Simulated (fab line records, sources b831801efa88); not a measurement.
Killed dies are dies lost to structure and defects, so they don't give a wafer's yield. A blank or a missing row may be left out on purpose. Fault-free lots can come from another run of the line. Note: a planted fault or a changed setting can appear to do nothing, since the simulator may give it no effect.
Split-lot trial / flow sfq_line / 23 wafers read from 5 lots, route of 325 steps

## THE SPLIT
At SFQ_TRILAYER_M0_DEP_SPUTTER_019 (material Nb, target thk 200 nm, time 133.3 s), the setting time_s was moved away from the recipe's 133.3 s on 9 of the 23 wafers read, by -12.3% to +8.3%. The other wafers ran this setting at the recipe's value.

## FROM THE SPLIT TO THE READING: what the file shows between them, 2 steps
- SFQ_M0_RS_MEAS_904: measures by four-point-probe
- SFQ_TRILAYER_M0_LITHO_COAT_021: resist thk 600 nm (also split here: spin_rpm)

## THE READING
oes_product_au, in a.u., at SFQ_TRILAYER_M0_ETCH_METAL_ETCH_024 (etches Nb in Cl2/Ar, stops on SiO2, target depth 240 nm, time 120 s). A value of 0.893 a.u. with a standard deviation of 0.0067 a.u. is what fault-free wafers of this fab line usually give.

wafer=L076.1; tool, chamber at the split=pvd_sputter-05, -; time_s as run, s=133.3; against the recipe=recipe; oes_product_au, a.u.=0.890; against lot-mates on the recipe=-
wafer=L076.2; tool, chamber at the split=pvd_sputter-05, -; time_s as run, s=133.3; against the recipe=recipe; oes_product_au, a.u.=0.895; against lot-mates on the recipe=-
wafer=L076.3; tool, chamber at the split=pvd_sputter-05, -; time_s as run, s=133.3; against the recipe=recipe; oes_product_au, a.u.=0.892; against lot-mates on the recipe=-
wafer=L076.5; tool, chamber at the split=pvd_sputter-05, -; time_s as run, s=127.9; against the recipe=-4.1%; oes_product_au, a.u.=0.872; against lot-mates on the recipe=-0.020
wafer=L076.6; tool, chamber at the split=pvd_sputter-05, -; time_s as run, s=127.9; against the recipe=-4.1%; oes_product_au, a.u.=0.867; against lot-mates on the recipe=-0.025
wafer=L081.2; tool, chamber at the split=pvd_sputter-05, -; time_s as run, s=133.3; against the recipe=recipe; oes_product_au, a.u.=0.888; against lot-mates on the recipe=-
wafer=L081.3; tool, chamber at the split=pvd_sputter-05, -; time_s as run, s=133.3; against the recipe=recipe; oes_product_au, a.u.=0.904; against lot-mates on the recipe=-
wafer=L081.6; tool, chamber at the split=pvd_sputter-05, -; time_s as run, s=133.3; against the recipe=recipe; oes_product_au, a.u.=0.897; against lot-mates on the recipe=-
wafer=L082.1; tool, chamber at the split=pvd_sputter-05, -; time_s as run, s=140; against the recipe=+5.0%; oes_product_au, a.u.=0.928; against lot-mates on the recipe=+0.035
wafer=L082.2; tool, chamber at the split=pvd_sputter-05, -; time_s as run, s=133.3; against the recipe=recipe; oes_product_au, a.u.=0.889; against lot-mates on the recipe=-
wafer=L082.3; tool, chamber at the split=pvd_sputter-05, -; time_s as run, s=133.3; against the recipe=recipe; oes_product_au, a.u.=0.897; against lot-mates on the recipe=-
wafer=L082.5; tool, chamber at the split=pvd_sputter-05, -; time_s as run, s=140; against the recipe=+5.0%; oes_product_au, a.u.=0.918; against lot-mates on the recipe=+0.025
wafer=L082.6; tool, chamber at the split=pvd_sputter-05, -; time_s as run, s=140; against the recipe=+5.0%; oes_product_au, a.u.=0.913; against lot-mates on the recipe=+0.020
wafer=L083.1; tool, chamber at the split=pvd_sputter-03, -; time_s as run, s=133.3; against the recipe=recipe; oes_product_au, a.u.=0.892; against lot-mates on the recipe=-
wafer=L083.2; tool, chamber at the split=pvd_sputter-03, -; time_s as run, s=116.9; against the recipe=-12.3%; oes_product_au, a.u.=0.825; against lot-mates on the recipe=-0.063
wafer=L083.3; tool, chamber at the split=pvd_sputter-03, -; time_s as run, s=133.3; against the recipe=recipe; oes_product_au, a.u.=0.889; against lot-mates on the recipe=-
wafer=L083.5; tool, chamber at the split=pvd_sputter-03, -; time_s as run, s=133.3; against the recipe=recipe; oes_product_au, a.u.=0.882; against lot-mates on the recipe=-
wafer=L083.6; tool, chamber at the split=pvd_sputter-03, -; time_s as run, s=116.9; against the recipe=-12.3%; oes_product_au, a.u.=0.830; against lot-mates on the recipe=-0.058
wafer=L084.1; tool, chamber at the split=pvd_sputter-05, -; time_s as run, s=144.4; against the recipe=+8.3%; oes_product_au, a.u.=0.924; against lot-mates on the recipe=+0.032
wafer=L084.2; tool, chamber at the split=pvd_sputter-05, -; time_s as run, s=133.3; against the recipe=recipe; oes_product_au, a.u.=0.888; against lot-mates on the recipe=-
wafer=L084.3; tool, chamber at the split=pvd_sputter-05, -; time_s as run, s=133.3; against the recipe=recipe; oes_product_au, a.u.=0.895; against lot-mates on the recipe=-
wafer=L084.4; tool, chamber at the split=pvd_sputter-05, -; time_s as run, s=144.4; against the recipe=+8.3%; oes_product_au, a.u.=0.928; against lot-mates on the recipe=+0.036
wafer=L084.6; tool, chamber at the split=pvd_sputter-05, -; time_s as run, s=133.3; against the recipe=recipe; oes_product_au, a.u.=0.894; against lot-mates on the recipe=-

THE FIT
A straight line over all 23 wafers: oes_product_au changes by +0.005 a.u. for each +1% of time_s; r = +0.98; the points scatter about the line by 0.0057 a.u.
The same after taking each lot's own level away (the mean of its wafers on the recipe; 23 wafers): +0.00478 a.u. for each +1%; r = +0.98; scatter 0.005 a.u.
That fit puts the effect of the largest move of time_s on the reading at 0.059 a.u.
The span of the lots' own levels, 0.8877 to 0.8963 a.u., comes to 1.3 times the standard deviation stated above.
The two slopes are in agreement: the lot-to-lot level therefore moves the slope only a little.
Check: -0.0579 a.u. against its lot-mates is what the line predicts for one of the wafers moved furthest among these (-12.3%) when that wafer is left out of the fit. It came out at -0.0627 a.u. against them.

## THESE WAFERS: OTHER SPLITS
Other splits were also applied to these wafers ahead of the reading. Each is held against what the fit with the lots' levels taken away leaves over:
other split on the same wafers=SFQ_TRILAYER_L0_LITHO_COAT_005 resist_thk_nm; wafers away from the commonest value=4; r with oes_product_au (lot level and that fit taken away)=+0.06
other split on the same wafers=SFQ_TRILAYER_L0_VIA_LITHO_COAT_018 spin_rpm; wafers away from the commonest value=5; r with oes_product_au (lot level and that fit taken away)=+0.07
other split on the same wafers=SFQ_TRILAYER_L0_VIA_LITHO_PEB_016 peb_time_s; wafers away from the commonest value=11; r with oes_product_au (lot level and that fit taken away)=-0.33
other split on the same wafers=SFQ_TRILAYER_M0_LITHO_COAT_021 spin_rpm; wafers away from the commonest value=11; r with oes_product_au (lot level and that fit taken away)=-0.10

## THE WHOLE CHAIN: every reading that the file lists as answering this split, in the file's order
step=SFQ_TRILAYER_M0_DEP_SPUTTER_019; what it does=material Nb, target thk 200 nm, time 133.3 s; reading=Nb_of_TRILAYER_M0_DEP_SPUTTER_019.thk_nm (the simulator's own value, which no gauge read); change (the file's fit)=+2 nm for each +1% of the setting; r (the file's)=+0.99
step=SFQ_M0_RS_MEAS_904; what it does=measures by four-point-probe; reading=M0_NB_RS; change (the file's fit)=-0.00964 for each +1% of the setting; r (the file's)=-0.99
step=SFQ_TRILAYER_M0_ETCH_METAL_ETCH_024; what it does=etches Nb in Cl2/Ar, stops on SiO2, target depth 240 nm, time 120 s; reading=oes_product_au; change (the file's fit)=+0.00476 a.u. for each +1% of the setting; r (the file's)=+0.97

## FILE'S OWN FIT
oes_product_au changes by +0.00476 a.u. for each +1% of time_s, r = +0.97.
